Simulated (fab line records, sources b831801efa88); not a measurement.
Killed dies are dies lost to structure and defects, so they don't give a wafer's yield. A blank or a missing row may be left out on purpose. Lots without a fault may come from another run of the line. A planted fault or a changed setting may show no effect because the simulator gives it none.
Tool commonality check | flow gf180mcu | 13 lots, 39 wafers sampled

WHY IT WAS OPENED
At GF_VT_IMPLANT_RS_MEAS_47 the reading NWELL_RS is flagged on 3 of 13 lots. Wafers without a fault read 488.3 ohm/sq, standard deviation 1.2.
Rule: a lot is flagged when every wafer of it that has a number lies more than 4 standard deviations from that mean, or none has a number. The other lots count as sound.

lot  | measured     | on            | NWELL_RS (ohm/sq), wafer by wafer | flag
L846 | day 7 14:32  | film_metro-02 | 489.8 487.5 488.3                 |
L847 | day 7 21:53  | film_metro-03 | 488.5 487.7 488.0                 |
L848 | day 8 05:25  | film_metro-02 | 489.3 488.7 490.0                 |
L849 | day 8 13:41  | film_metro-01 | 487.0 489.2 486.3                 |
L851 | day 9 02:59  | film_metro-01 | 487.2 489.3 487.8                 |
L853 | day 9 15:08  | film_metro-01 | 488.3 486.8 488.5                 |
L854 | day 9 21:55  | film_metro-01 | 486.5 487.7 489.3                 |
L855 | day 10 04:36 | film_metro-02 | 521.4 520.8 522.1                 | FLAGGED
L857 | day 10 17:29 | film_metro-01 | 518.3 517.8 518.8                 | FLAGGED
L858 | day 10 22:55 | film_metro-01 | 489.0 488.8 489.6                 |
L860 | day 11 11:17 | film_metro-01 | 519.9 519.4 518.9                 | FLAGGED
L867 | day 13 12:39 | film_metro-02 | 488.0 489.8 487.9                 |
L868 | day 13 18:55 | film_metro-03 | 488.0 487.5 487.4                 |
The numbers of the flagged lots are 519.7 ohm/sq on average: +31.4 ohm/sq against the usual, or +26 standard deviations.

WHICH TOOL RAN EACH LOT
The record holds 2 process steps before the reading, out of a route of 602 steps. In each cell: the tool, then ch and the chambers that the sampled wafers went through, then the start.
lot  | flag    | GF_STI_STRIP_15                     | GF_NWELL_IMPLANT_09
L846 |         | plasma_asher-03 ch 0,1, day 2 01:57 | implanter-04 ch 0, day 3 08:08
L847 |         | plasma_asher-04 ch 0,1, day 2 08:11 | implanter-04 ch 0, day 3 14:29
L848 |         | plasma_asher-04 ch 0,1, day 2 12:05 | implanter-04 ch 0, day 3 20:28
L849 |         | plasma_asher-04 ch 0,1, day 2 17:16 | implanter-03 ch 0, day 4 02:35
L851 |         | plasma_asher-04 ch 0,1, day 3 04:36 | implanter-03 ch 0, day 4 13:08
L853 |         | plasma_asher-04 ch 0,1, day 3 15:37 | implanter-01 ch 0, day 4 23:07
L854 |         | plasma_asher-03 ch 0,1, day 3 20:15 | implanter-01 ch 0, day 5 04:36
L855 | FLAGGED | plasma_asher-04 ch 0,1, day 4 01:38 | implanter-01 ch 0, day 5 10:15
L857 | FLAGGED | plasma_asher-03 ch 0,1, day 4 11:18 | implanter-01 ch 0, day 5 20:28
L858 |         | plasma_asher-02 ch 0,1, day 4 14:58 | implanter-03 ch 0, day 6 00:37
L860 | FLAGGED | plasma_asher-02 ch 0,1, day 5 01:25 | implanter-01 ch 0, day 6 10:38
L867 |         | plasma_asher-04 ch 0,1, day 6 13:18 | implanter-03 ch 0, day 8 03:22
L868 |         | plasma_asher-04 ch 0,1, day 6 18:42 | implanter-03 ch 0, day 8 07:05
What these steps do:
- GF_STI_STRIP_15: strips in O2/N2.
- GF_NWELL_IMPLANT_09
- GF_VT_IMPLANT_RS_MEAS_47: measures by four-point-probe.

FLAGGED OVER TOTAL, TOOL BY TOOL (the gauges that took the reading come last)
step                     | tool            | lots run | flagged | share of the flagged lots | sound lots run after its first flagged lot
GF_STI_STRIP_15          | plasma_asher-02 | 2        | 1       | some                      | 0
GF_STI_STRIP_15          | plasma_asher-03 | 3        | 1       | some                      | 0
GF_STI_STRIP_15          | plasma_asher-04 | 8        | 1       | some                      | 2 (L867,L868)
GF_NWELL_IMPLANT_09      | implanter-01    | 5        | 3       | all                       | 0
GF_NWELL_IMPLANT_09      | implanter-03    | 5        | 0       | none                      | -
GF_NWELL_IMPLANT_09      | implanter-04    | 3        | 0       | none                      | -
GF_VT_IMPLANT_RS_MEAS_47 | film_metro-01   | 7        | 2       | some                      | 1 (L858)
GF_VT_IMPLANT_RS_MEAS_47 | film_metro-02   | 4        | 1       | some                      | 1 (L867)
GF_VT_IMPLANT_RS_MEAS_47 | film_metro-03   | 2        | 0       | none                      | -

WHAT THE TABLE ALLOWS
1 row of the table ran every flagged lot: implanter-01 at GF_NWELL_IMPLANT_09.
- implanter-01 at GF_NWELL_IMPLANT_09: 3 of its 5 lots flagged. Its last sound lot is L854 (day 5 04:36), its first flagged lot L855 (day 5 10:15): a fault that began between those two fits. Its own readings lie more than 4 standard deviations out on every wafer of the flagged lots: dose_ions_cm2, faraday_current_uA.
One tool is left: implanter-01 at GF_NWELL_IMPLANT_09.

WHAT THE SIMULATOR HAD PUT IN
Process parameter drift: implanter-01, from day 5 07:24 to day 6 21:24, at GF_NWELL_IMPLANT_09. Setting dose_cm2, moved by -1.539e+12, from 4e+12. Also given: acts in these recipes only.
Lots struck among those shown: L855, L857, L860. The rule above found the same.
